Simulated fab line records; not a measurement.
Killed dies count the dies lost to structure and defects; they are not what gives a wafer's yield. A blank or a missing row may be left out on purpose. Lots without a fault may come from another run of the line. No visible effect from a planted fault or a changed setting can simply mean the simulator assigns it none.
fab line records	flow sky130
[record] lots = 12	wafers = 36	last_day = 50
route steps=708 shown CAPM@540 METAL3@567 PAD_OPEN@708
lots untouched by any fault: they come from a run of this same line in which no faults occurred
start_h: hours from the record's opening day to when the first of the lot's shown wafers began	wait_h: time in hours since the lot's previous step	" as in the row above	L1.1+2: one row covering several wafers at once	- no value, or no start was given	* or withheld: withheld	< > ~ a bound
route shown NAME@n: a module of which the file shows steps, and the number in the route of the first	usual: mean/standard deviation of fault-free wafers	same: alike in all rows	chamber/n: place in a boat	sites: readings site by site	_std_site: the standard deviation of these	_edge_site: mean of outer sites minus mean of inner sites	radius_mm: how far each site lies from the wafer's centre	mask NAME#n: copy n	behind: the last tool/chamber to shape the wafer	hold: why the lot was held/for how many hours/how that ended	device: names the non-switching transistor (n, p or np)	end of line: the same wafers' tests at the end of the route	for a step that has no rows: nothing shown but its recipe	killed: dies lost to structure and defects at the first sort, not the wafer's yield	map: a wafer's dies, x killed, . not, _ none there
set.NAME: the setting that was run; set.NAME@STEP: the one run at that earlier step	model.NAME: the simulator's own value behind a step, which no gauge read
steps of the route over a sample of lots; a table a step, a row a wafer
services: when a tool's chamber went out of use (start_h, in hours from the record's first day, below 0 if earlier), for how many hours, and the reason
[[steps]]
[step SKY_CAPM_RS_MEAS_03]
[recipe] thk_meas_gauge = four-point-probe	reads = TiN_of_CAPM_SPUTTER_02
[usual] CAPM_TIN_RS = 7.01/0.094
lot.wafer	tool	chamber	start_h	wait_h	CAPM_TIN_RS[ohm/sq]
L903.1	film_metro-03	-	847.21	0.1	7.13
L903.2	"	-	"	"	7.04
L903.6	"	-	"	"	7.17
L904.2	film_metro-02	-	861.53	0.1	6.96
L904.3	"	-	"	"	7.00
L904.4	"	-	"	"	6.93
L905.4	film_metro-02	-	866.32	0.1	6.97
L905.5	"	-	"	"	7.04
L905.6	"	-	"	"	6.93
L909.1	film_metro-04	-	901.57	0.1	7.08
L909.3	"	-	"	"	7.01
L909.5	"	-	"	"	6.99
L911.1	film_metro-02	-	916.30	0.1	7.06
L911.2	"	-	"	"	6.94
L911.3	"	-	"	"	6.92
L912.1	film_metro-04	-	917.73	0.1	6.93
L912.4	"	-	"	"	7.02
L912.6	"	-	"	"	6.96
L916.2	film_metro-02	-	948.03	0.1	6.99
L916.3	"	-	"	"	7.10
L916.5	"	-	"	"	7.13
L918.2	film_metro-02	-	954.16	0.1	6.88
L918.5	"	-	"	"	6.93
L918.6	"	-	"	"	7.01
L919.2	film_metro-02	-	970.72	0.1	7.02
L919.5	"	-	"	"	7.12
L919.6	"	-	"	"	6.97
L924.1	film_metro-04	-	1002.50	0.1	6.91
L924.2	"	-	"	"	6.89
L924.6	"	-	"	"	6.86
L925.1	film_metro-03	-	1015.09	0.1	7.00
L925.3	"	-	"	"	6.84
L925.5	"	-	"	"	6.90
L926.2	film_metro-04	-	1018.93	0.1	7.16
L926.3	"	-	"	"	7.20
L926.5	"	-	"	"	7.02
[step SKY_CAPM_OVL_MEAS_12]
[usual] CAPM_OVL = 0.7/1.3
lot.wafer	tool	chamber	start_h	wait_h	CAPM_OVL[nm]
L903.1	overlay-02	-	872.33	0.1	1.5
L903.2	"	-	"	"	2.6
L903.6	"	-	"	"	1.2
L904.2	overlay-02	-	886.79	0.1	0.1
L904.3	"	-	"	"	1.8
L904.4	"	-	"	"	1.1
L905.4	overlay-02	-	892.00	0.1	2.7
L905.5	"	-	"	"	1.9
L905.6	"	-	"	"	2.0
L909.1	overlay-02	-	926.03	0.1	0.8
L909.3	"	-	"	"	3.1
L909.5	"	-	"	"	1.7
L911.1	overlay-02	-	940.33	0.1	1.7
L911.2	"	-	"	"	2.2
L911.3	"	-	"	"	1.8
L912.1	overlay-02	-	942.19	0.1	1.3
L912.4	"	-	"	"	0.2
L912.6	"	-	"	"	0.2
L916.2	overlay-01	-	971.38	0.1	-1.4
L916.3	"	-	"	"	-0.8
L916.5	"	-	"	"	-1.3
L918.2	overlay-01	-	977.98	0.1	0.6
L918.5	"	-	"	"	-0.4
L918.6	"	-	"	"	2.0
L919.2	overlay-02	-	994.43	0.1	2.3
L919.5	"	-	"	"	3.2
L919.6	"	-	"	"	2.0
L924.1	overlay-02	-	1025.28	0.1	-0.6
L924.2	"	-	"	"	0.2
L924.6	"	-	"	"	0.3
L925.1	overlay-01	-	1037.63	0.1	2.1
L925.3	"	-	"	"	2.1
L925.5	"	-	"	"	2.6
L926.2	overlay-02	-	1040.75	0.1	0.3
L926.3	"	-	"	"	1.6
L926.5	"	-	"	"	0.8
[step SKY_METAL3_ETCH_17]
[recipe] target = SiO2	stop_on = TiN	chemistry = C4F8/O2/Ar	source_w = 1500	bias_w = 1200	pressure_mtorr = 40	c4f8_flow_sccm = withheld	O2_flow_sccm = 6	Ar_flow_sccm = 300	time_s = 3.9	target_depth_a = 150
[usual] oes_product_au = 0.753/0.0078
lot.wafer	tool	chamber	start_h	wait_h	oes_product_au	rf_hours_counter_h
L903.1	rie_diel-01	2	898.95	0.1	0.740	15
L903.2	"	1	"	"	0.750	15
L903.6	"	2	"	"	0.757	-
L904.2	rie_diel-02	1	912.32	0.1	0.752	11
L904.3	"	0	"	"	0.746	5
L904.4	"	2	"	"	0.754	3
L905.4	rie_diel-01	3	918.76	0.0	0.754	18
L905.5	"	2	"	"	0.761	-
L905.6	"	3	"	"	0.752	-
L909.1	rie_diel-02	1	951.64	0.2	0.744	12
L909.3	"	2	"	"	0.744	4
L909.5	"	2	"	"	0.770	-
L911.1	rie_diel-03	3	964.72	0.1	0.748	12
L911.2	"	0	"	"	0.758	6
L911.3	"	2	"	"	0.749	8
L912.1	rie_diel-02	3	966.96	0.1	0.746	7
L912.4	"	0	"	"	0.763	-
L912.6	"	2	"	"	0.749	-
L916.2	rie_diel-03	1	995.75	0.1	0.762	11
L916.3	"	3	"	"	0.760	13
L916.5	"	2	"	"	0.761	-
L918.2	rie_diel-01	2	1002.75	0.1	0.747	18
L918.5	"	0	"	"	0.763	-
L918.6	"	1	"	"	0.756	-
L919.2	rie_diel-02	3	1018.72	0.1	0.744	9
L919.5	"	3	"	"	0.752	-
L919.6	"	0	"	"	0.754	-
L924.1	rie_diel-01	1	1048.56	0.1	0.757	20
L924.2	"	2	"	"	0.743	20
L924.6	"	3	"	"	0.753	-
L925.1	rie_diel-02	1	1060.37	0.1	0.743	15
L925.3	"	3	"	"	0.754	10
L925.5	"	0	"	"	0.755	-
L926.2	rie_diel-01	1	1063.91	0.1	0.764	21
L926.3	"	3	"	"	0.747	22
L926.5	"	3	"	"	0.768	-
[step SKY_METAL3_STRIP_20]
[recipe] chemistry = post_etch_residue_remover	time_s = 1200	temp_c = 72.5
[usual] bath_guard_temp_C = 72.7/0.82	bath_heat_duty_pct = 13.8/2	temp_c = 72.52/0.12
lot.wafer	tool	chamber	start_h	wait_h	bath_guard_temp_C	bath_heat_duty_pct	temp_c
L903.1	wet_bench-04	2	899.24	0.1	73.8	15.4	72.69
L903.2	"	2	"	"	73.9	14.2	72.87
L903.6	"	2	"	"	73.8	14.6	72.72
L904.2	wet_bench-01	0	912.79	0.1	72.2	16.4	72.29
L904.3	"	0	"	"	72.3	14.7	72.39
L904.4	"	0	"	"	72.1	15.7	72.34
L905.4	wet_bench-04	1	919.06	0.0	73.8	10.7	72.67
L905.5	"	1	"	"	73.7	11.1	72.51
L905.6	"	1	"	"	73.9	10.6	72.53
L909.1	wet_bench-02	3	951.94	0.1	72.3	15.0	72.43
L909.3	"	3	"	"	72.2	15.6	72.44
L909.5	"	3	"	"	72.4	16.6	72.24
L911.1	wet_bench-04	1	965.01	0.1	-	-	-
L911.2	"	1	"	"	-	-	-
L911.3	"	1	"	"	-	-	-
L912.1	wet_bench-04	1	967.26	0.1	-	-	-
L912.4	"	1	"	"	-	-	-
L912.6	"	1	"	"	-	-	-
L916.2	wet_bench-01	3	996.22	0.1	72.2	11.7	72.58
L916.3	"	3	"	"	72.0	12.4	72.62
L916.5	"	3	"	"	72.5	10.9	72.49
L918.2	wet_bench-01	0	1003.04	0.1	72.2	14.8	72.53
L918.5	"	0	"	"	72.5	16.4	72.61
L918.6	"	0	"	"	72.4	15.0	72.50
L919.2	wet_bench-04	0	1019.02	0.1	71.9	13.9	72.48
L919.5	"	0	"	"	71.4	13.6	72.42
L919.6	"	0	"	"	70.9	12.1	72.36
L924.1	wet_bench-02	3	1048.86	0.1	72.5	15.8	72.37
L924.2	"	3	"	"	72.3	15.1	72.54
L924.6	"	3	"	"	72.3	16.2	72.63
L925.1	wet_bench-04	1	1060.67	0.1	73.8	11.4	72.72
L925.3	"	1	"	"	74.0	11.3	72.53
L925.5	"	1	"	"	73.6	11.8	72.77
L926.2	wet_bench-01	1	1064.48	0.3	72.6	12.3	72.56
L926.3	"	1	"	"	72.5	14.0	72.56
L926.5	"	1	"	"	72.7	13.9	72.64
[step SKY_PAD_OPEN_PROBE_99]
[usual] defect_limited_yield = 82.9/2.2	killed_at_M0_to_M3 = 42/7	killed_at_M4_up = 2.8/1.8	killed_at_contacts = 24/5.8	killed_at_front_end = 15/4.8	killed_at_other = 0.3/0.56	killed_dies = 84/11	killed_on_rim = 17/4.2	killed_open = 46/7.8	killed_short = 38/6.3	sort_bin_3_pad_short = 0.8/0.43	sort_bin_5_function = 10.2/1.6	sort_bin_6_memory = 6.0/1.1	sort_n_pass = 408/11	sort_yield_pct = 82.9/2.2
[same] gross_dies = 492	killed_at_back_side = 0	sort_bin_4_leakage[%] = 0	sort_bin_8_speed[%] = 0
lot.wafer	tool	chamber	start_h	wait_h	defect_limited_yield[%]	killed_at_M0_to_M3	killed_at_M4_up	killed_at_contacts	killed_at_front_end	killed_at_other	killed_dies	killed_on_rim	killed_open	killed_short	sort_bin_3_pad_short[%]	sort_bin_5_function[%]	sort_bin_6_memory[%]	sort_n_pass	sort_yield_pct[%]
L903.1	prober-01	-	1074.35	0.1	79.3	48	5	23	26	0	102	21	56	46	1.2	12.0	7.5	390	79.3
L903.2	prober-01	-	1074.40	0.1	85.0	39	2	18	15	0	74	11	39	34	0.8	9.6	4.7	418	85.0
L903.6	prober-01	-	1074.60	0.2	86.8	36	3	15	11	0	65	16	38	27	0.4	7.7	5.1	427	86.8
L904.2	prober-02	-	1084.19	0.1	82.3	38	4	32	13	0	87	16	54	32	0.4	9.8	7.5	405	82.3
L904.3	prober-02	-	1084.24	0.2	83.9	39	4	21	14	1	79	15	41	37	0.4	10.8	4.9	413	83.9
L904.4	prober-02	-	1084.29	0.2	84.6	31	7	23	14	1	76	11	36	39	0.6	9.1	5.7	416	84.6
L905.4	prober-01	-	1090.97	0.2	87.0	33	7	17	7	0	64	14	31	33	0.6	7.5	4.9	428	87.0
L905.5	prober-01	-	1091.02	0.2	83.7	43	2	17	17	1	80	18	42	38	1.0	10.0	5.3	412	83.7
L905.6	prober-01	-	1091.07	0.2	82.9	42	6	24	12	0	84	19	42	42	1.2	10.4	5.5	408	82.9
L909.1	prober-01	-	1119.39	0.1	86.2	33	1	20	14	0	68	12	36	32	0.6	9.1	4.1	424	86.2
L909.3	prober-01	-	1119.49	0.2	83.7	41	2	30	7	0	80	18	45	35	0.8	8.9	6.5	412	83.7
L909.5	prober-01	-	1119.59	0.2	83.5	35	2	31	13	0	81	17	45	36	1.2	9.3	5.9	411	83.5
L911.1	prober-01	-	1127.05	0.1	83.9	44	2	18	14	1	79	12	48	30	0.6	9.3	6.1	413	83.9
L911.2	prober-01	-	1127.10	0.1	84.6	46	1	22	6	1	76	16	42	33	0.4	9.6	5.5	416	84.6
L911.3	prober-01	-	1127.15	0.2	79.7	54	3	23	18	2	100	13	60	39	0.4	12.4	7.5	392	79.7
L912.1	prober-02	-	1129.69	0.1	84.3	49	4	11	13	0	77	19	52	25	0.2	8.1	7.3	415	84.3
L912.4	prober-02	-	1129.84	0.2	79.5	57	3	33	8	0	101	20	53	48	0.8	12.0	7.7	391	79.5
L912.6	prober-02	-	1129.94	0.2	83.1	34	3	30	15	1	83	19	43	40	1.0	10.0	5.9	409	83.1
L916.2	prober-02	-	1151.31	0.1	81.1	50	3	25	15	0	93	20	47	46	1.0	11.0	6.9	399	81.1
L916.3	prober-02	-	1151.36	0.2	82.7	46	2	25	12	0	85	13	41	43	1.0	8.9	7.3	407	82.7
L916.5	prober-02	-	1151.46	0.2	81.9	46	2	29	11	1	89	20	48	40	1.0	10.0	7.1	403	81.9
L918.2	prober-02	-	1158.78	0.1	79.1	57	0	30	16	0	103	21	56	47	1.8	13.0	6.1	389	79.1
L918.5	prober-02	-	1158.93	0.2	84.3	40	1	19	17	0	77	12	38	39	0.8	8.1	6.7	415	84.3
L918.6	prober-02	-	1158.98	0.2	82.3	45	3	21	18	0	87	22	45	42	1.2	11.0	5.5	405	82.3
L919.2	prober-01	-	1170.64	0.1	80.7	47	4	30	14	0	95	22	47	47	1.8	12.4	5.1	397	80.7
L919.5	prober-01	-	1170.79	0.2	83.5	39	2	24	16	0	81	11	41	40	0.8	9.8	5.9	411	83.5
L919.6	prober-01	-	1170.84	0.2	86.2	40	2	16	10	0	68	7	38	29	0.6	7.5	5.7	424	86.2
L924.1	prober-02	-	1192.16	0.1	81.3	41	5	32	14	0	92	17	43	49	1.0	10.8	6.9	400	81.3
L924.2	prober-02	-	1192.21	0.1	80.5	39	4	31	22	0	96	23	61	34	0.4	12.2	6.9	396	80.5
L924.6	prober-02	-	1192.41	0.2	79.9	41	8	31	19	0	99	13	45	54	1.0	12.0	7.1	393	79.9
L925.1	prober-01	-	1201.60	0.1	82.1	36	4	26	22	0	88	15	44	44	0.8	10.0	7.1	404	82.1
L925.3	prober-01	-	1201.70	0.2	80.5	58	1	21	15	1	96	22	52	44	0.8	11.6	7.1	396	80.5
L925.5	prober-01	-	1201.80	0.2	82.3	46	4	19	16	2	87	21	49	36	0.4	11.2	6.1	405	82.3
L926.2	prober-02	-	1203.45	0.1	82.3	42	3	25	17	0	87	16	54	33	1.2	10.2	6.3	405	82.3
L926.3	prober-02	-	1203.50	0.2	82.9	42	1	30	11	0	84	14	43	41	1.2	9.3	6.5	408	82.9
L926.5	prober-02	-	1203.60	0.2	82.7	43	8	24	10	0	85	15	46	39	0.6	10.2	6.5	407	82.7
// killed by level:class
L903.1 VIA1:geometric_particle:open=14 FIELD_ISO:geometric_particle:open=12 VIA3:geometric_particle:open=7 CONTACT:geometric_particle:short=6 CONTACT:geometric_particle:open=6 FIELD_ISO:geometric_particle:short=5 VIA3:geometric_particle:short=4 LI_CONTACT:geometric_particle:short=4
L903.2 VIA1:geometric_particle:open=12 METAL2:geometric_particle:short=7 VIA3:geometric_particle:open=7 LI_CONTACT:geometric_particle:open=6 FIELD_ISO:geometric_particle:short=4 METAL1:geometric_particle:short=4 FIELD_ISO:geometric_particle:open=3 LOCAL_INTERCONNECT:geometric_particle:short=3
L903.6 VIA1:geometric_particle:open=8 CONTACT:geometric_particle:open=7 VIA3:geometric_particle:open=7 METAL1:geometric_particle:short=5 VIA2:geometric_particle:open=5 FIELD_ISO:geometric_particle:open=4 LI_CONTACT:geometric_particle:open=4 METAL2:geometric_particle:short=4
L904.2 CONTACT:geometric_particle:open=17 VIA1:geometric_particle:open=7 LI_CONTACT:geometric_particle:open=6 LOCAL_INTERCONNECT:geometric_particle:short=6 VIA2:geometric_particle:open=6 METAL1:geometric_particle:short=5 VIA3:geometric_particle:open=5 POLY_GATE:geometric_particle:open=4
L904.3 VIA1:geometric_particle:open=11 CONTACT:geometric_particle:open=9 POLY_GATE:geometric_particle:open=5 LOCAL_INTERCONNECT:geometric_particle:short=5 METAL2:geometric_particle:short=5 METAL1:geometric_particle:short=4 VIA2:geometric_particle:open=4 FIELD_ISO:geometric_particle:short=3
L904.4 LI_CONTACT:geometric_particle:open=7 CONTACT:geometric_particle:open=6 VIA2:geometric_particle:open=6 METAL4:geometric_particle:short=6 CONTACT:geometric_particle:short=5 METAL1:geometric_particle:short=5 METAL2:geometric_particle:short=4 VIA3:geometric_particle:open=4
L905.4 VIA3:geometric_particle:open=9 METAL2:geometric_particle:short=6 LI_CONTACT:geometric_particle:open=6 METAL4:geometric_particle:short=6 VIA1:geometric_particle:short=5 CONTACT:geometric_particle:short=4 METAL1:geometric_particle:short=4 LOCAL_INTERCONNECT:geometric_particle:short=3
L905.5 METAL2:geometric_particle:short=10 LI_CONTACT:geometric_particle:open=8 VIA3:geometric_particle:open=8 VIA1:geometric_particle:open=6 VIA2:geometric_particle:open=6 POLY_GATE:geometric_particle:open=5 FIELD_ISO:geometric_particle:short=4 METAL1:geometric_particle:short=4
L905.6 VIA3:geometric_particle:open=10 VIA1:geometric_particle:open=8 CONTACT:geometric_particle:open=7 LI_CONTACT:geometric_particle:open=6 LOCAL_INTERCONNECT:geometric_particle:short=6 METAL2:geometric_particle:short=6 VIA3:geometric_particle:short=5 METAL4:geometric_particle:short=5
L909.1 VIA1:geometric_particle:open=9 POLY_GATE:geometric_particle:open=6 METAL2:geometric_particle:short=6 LI_CONTACT:geometric_particle:open=5 CONTACT:geometric_particle:open=5 FIELD_ISO:geometric_particle:short=4 CONTACT:geometric_particle:short=4 VIA3:geometric_particle:open=4
L909.3 VIA1:geometric_particle:open=18 CONTACT:geometric_particle:open=9 LI_CONTACT:geometric_particle:open=7 CONTACT:geometric_particle:short=7 LOCAL_INTERCONNECT:geometric_particle:short=5 METAL2:geometric_particle:short=5 METAL1:geometric_particle:short=4 VIA1:geometric_particle:short=4
L909.5 CONTACT:geometric_particle:open=10 LI_CONTACT:geometric_particle:open=10 METAL1:geometric_particle:short=9 VIA1:geometric_particle:open=9 LI_CONTACT:geometric_particle:short=6 POLY_GATE:geometric_particle:open=5 FIELD_ISO:geometric_particle:short=4 CONTACT:geometric_particle:short=4
L911.1 VIA1:geometric_particle:open=14 LI_CONTACT:geometric_particle:open=6 VIA2:geometric_particle:open=6 VIA3:geometric_particle:open=6 CONTACT:geometric_particle:open=5 METAL2:geometric_particle:short=5 FIELD_ISO:geometric_particle:open=4 VIA1:geometric_particle:short=4
L911.2 VIA1:geometric_particle:open=11 VIA3:geometric_particle:open=8 LI_CONTACT:geometric_particle:open=7 CONTACT:geometric_particle:open=6 METAL2:geometric_particle:short=6 LI_CONTACT:geometric_particle:short=5 VIA1:geometric_particle:short=5 VIA2:geometric_particle:open=5
L911.3 VIA1:geometric_particle:open=14 CONTACT:geometric_particle:open=11 VIA3:geometric_particle:open=9 METAL1:geometric_particle:short=7 VIA1:geometric_particle:short=7 LI_CONTACT:geometric_particle:open=6 FIELD_ISO:geometric_particle:open=5 VIA2:geometric_particle:open=5
L912.1 VIA1:geometric_particle:open=17 VIA3:geometric_particle:open=6 VIA2:geometric_particle:open=6 METAL2:geometric_particle:short=5 CONTACT:geometric_particle:open=5 FIELD_ISO:geometric_particle:open=4 LI_CONTACT:geometric_particle:open=4 METAL1:geometric_particle:short=4
L912.4 VIA3:geometric_particle:open=11 CONTACT:geometric_particle:open=9 LI_CONTACT:geometric_particle:open=9 VIA1:geometric_particle:open=9 VIA1:geometric_particle:short=8 VIA2:geometric_particle:open=7 LOCAL_INTERCONNECT:geometric_particle:short=6 METAL1:geometric_particle:short=6
L912.6 CONTACT:geometric_particle:open=11 LI_CONTACT:geometric_particle:open=8 VIA3:geometric_particle:open=8 METAL2:geometric_particle:short=7 VIA1:geometric_particle:open=5 POLY_GATE:geometric_particle:short=4 SPACER:geometric_particle:short=4 VIA1:geometric_particle:short=4
L916.2 VIA1:geometric_particle:open=15 CONTACT:geometric_particle:open=10 VIA2:geometric_particle:open=9 METAL1:geometric_particle:short=9 FIELD_ISO:geometric_particle:short=7 LI_CONTACT:geometric_particle:open=6 LOCAL_INTERCONNECT:geometric_particle:short=5 METAL2:geometric_particle:short=5
L916.3 CONTACT:geometric_particle:open=9 VIA1:geometric_particle:short=8 VIA1:geometric_particle:open=8 METAL1:geometric_particle:short=7 CONTACT:geometric_particle:short=6 VIA2:geometric_particle:open=5 VIA3:geometric_particle:open=5 LOCAL_INTERCONNECT:geometric_particle:short=4
L916.5 VIA1:geometric_particle:open=11 CONTACT:geometric_particle:open=10 LI_CONTACT:geometric_particle:open=8 METAL1:geometric_particle:short=8 VIA2:geometric_particle:open=6 METAL2:geometric_particle:short=6 VIA1:geometric_particle:short=5 FIELD_ISO:geometric_particle:open=4
L918.2 VIA1:geometric_particle:open=17 VIA2:geometric_particle:open=7 VIA3:geometric_particle:open=7 CONTACT:geometric_particle:short=7 VIA1:geometric_particle:short=7 LOCAL_INTERCONNECT:geometric_particle:short=6 POLY_GATE:geometric_particle:open=6 CONTACT:geometric_particle:open=6
L918.5 VIA1:geometric_particle:short=9 LI_CONTACT:geometric_particle:open=8 FIELD_ISO:geometric_particle:short=7 VIA1:geometric_particle:open=6 VIA2:geometric_particle:open=5 VIA3:geometric_particle:open=5 FIELD_ISO:geometric_particle:open=4 CONTACT:geometric_particle:open=4
L918.6 VIA1:geometric_particle:open=12 CONTACT:geometric_particle:open=9 METAL1:geometric_particle:short=7 FIELD_ISO:geometric_particle:short=6 VIA2:geometric_particle:open=6 POLY_GATE:geometric_particle:short=5 VIA3:geometric_particle:open=5 FIELD_ISO:geometric_particle:open=4
L919.2 VIA1:geometric_particle:open=14 LOCAL_INTERCONNECT:geometric_particle:short=10 CONTACT:geometric_particle:open=9 VIA2:geometric_particle:short=6 LI_CONTACT:geometric_particle:open=6 VIA3:geometric_particle:open=6 METAL2:geometric_particle:short=5 FIELD_ISO:geometric_particle:short=3
L919.5 CONTACT:geometric_particle:open=8 VIA1:geometric_particle:open=8 LOCAL_INTERCONNECT:geometric_particle:short=6 VIA2:geometric_particle:open=6 POLY_GATE:geometric_particle:open=5 POLY_GATE:geometric_particle:short=5 METAL1:geometric_particle:short=5 VIA3:geometric_particle:open=5
L919.6 VIA1:geometric_particle:open=11 CONTACT:geometric_particle:short=7 LI_CONTACT:geometric_particle:open=5 VIA1:geometric_particle:short=5 VIA3:geometric_particle:open=5 VIA3:geometric_particle:short=4 METAL2:geometric_particle:short=4 SPACER:geometric_particle:open=3
L924.1 LI_CONTACT:geometric_particle:open=7 CONTACT:geometric_particle:open=7 CONTACT:geometric_particle:short=7 VIA1:geometric_particle:open=7 LOCAL_INTERCONNECT:geometric_particle:short=6 VIA3:geometric_particle:open=6 FIELD_ISO:geometric_particle:open=5 LI_CONTACT:geometric_particle:short=5
L924.2 CONTACT:geometric_particle:open=15 VIA1:geometric_particle:open=10 VIA2:geometric_particle:open=10 LI_CONTACT:geometric_particle:open=7 POLY_GATE:geometric_particle:open=5 LOCAL_INTERCONNECT:geometric_particle:short=4 CONTACT:geometric_particle:short=4 VIA1:geometric_particle:short=4
L924.6 METAL2:geometric_particle:short=8 VIA3:geometric_particle:open=8 CONTACT:geometric_particle:short=7 LI_CONTACT:geometric_particle:open=7 CONTACT:geometric_particle:open=7 FIELD_ISO:geometric_particle:open=6 METAL3:geometric_particle:short=6 POLY_GATE:geometric_particle:open=5
L925.1 CONTACT:geometric_particle:open=9 METAL1:geometric_particle:short=9 LI_CONTACT:geometric_particle:open=7 FIELD_ISO:geometric_particle:short=6 VIA2:geometric_particle:open=6 LOCAL_INTERCONNECT:geometric_particle:short=5 VIA1:geometric_particle:short=5 FIELD_ISO:geometric_particle:open=4
L925.3 VIA1:geometric_particle:open=11 VIA3:geometric_particle:open=11 METAL1:geometric_particle:short=8 VIA2:geometric_particle:open=7 CONTACT:geometric_particle:open=6 CONTACT:geometric_particle:short=6 METAL2:geometric_particle:short=6 LI_CONTACT:geometric_particle:open=4
L925.5 METAL1:geometric_particle:short=11 VIA1:geometric_particle:open=11 CONTACT:geometric_particle:open=9 LI_CONTACT:geometric_particle:open=6 VIA3:geometric_particle:open=6 POLY_GATE:geometric_particle:short=5 FIELD_ISO:geometric_particle:short=4 FIELD_ISO:geometric_particle:open=4
L926.2 LI_CONTACT:geometric_particle:open=10 VIA1:geometric_particle:open=8 FIELD_ISO:geometric_particle:open=7 VIA1:geometric_particle:short=7 VIA2:geometric_particle:open=7 CONTACT:geometric_particle:short=5 CONTACT:geometric_particle:open=5 METAL2:geometric_particle:open=4
L926.3 LI_CONTACT:geometric_particle:open=10 VIA1:geometric_particle:open=8 CONTACT:geometric_particle:open=7 METAL1:geometric_particle:short=7 FIELD_ISO:geometric_particle:open=5 METAL2:geometric_particle:short=5 LOCAL_INTERCONNECT:geometric_particle:short=4 CONTACT:geometric_particle:short=4
L926.5 VIA1:geometric_particle:open=11 CONTACT:geometric_particle:open=8 METAL2:geometric_particle:short=8 VIA2:geometric_particle:open=8 LI_CONTACT:geometric_particle:open=6 VIA1:geometric_particle:short=5 CONTACT:geometric_particle:short=4 METAL4:geometric_particle:short=4
[[services]]
tool	chamber	start_h	hours	kind
rie_diel-01	2	899.05	6.9	repair
rie_diel-01	1	906.12	6.2	repair
rie_diel-02	2	930.38	1.9	repair
rie_diel-01	3	948.25	13.8	repair
rie_diel-03	1	959.38	1.4	repair
rie_diel-02	1	965.91	11.0	repair
rie_diel-01	0	989.77	7.1	repair
rie_diel-02	-	1027.90	0.2	repair
rie_diel-02	3	1028.47	8.3	repair
wet_bench-04	-	1035.00	1.1	repair
rie_diel-03	-	1042.93	1.5	repair
wet_bench-04	-	1054.89	1.9	pm
[[key]]
[first_sign] step = SKY_METAL3_STRIP_20	reading = tool_record	direction = missing
effect none on later readings
met_at SKY_METAL3_STRIP_20
struck_lots L911,L912
not_acting_at SKY_CAPM_RS_MEAS_03,SKY_CAPM_OVL_MEAS_12,SKY_METAL3_ETCH_17
onset_between 919.06 965.01
[fault] kind = skipped_step_whole	tool = wet_bench-04	chamber = -	onset_h = 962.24	steps = SKY_METAL3_STRIP_20	scope = struck_lots_only
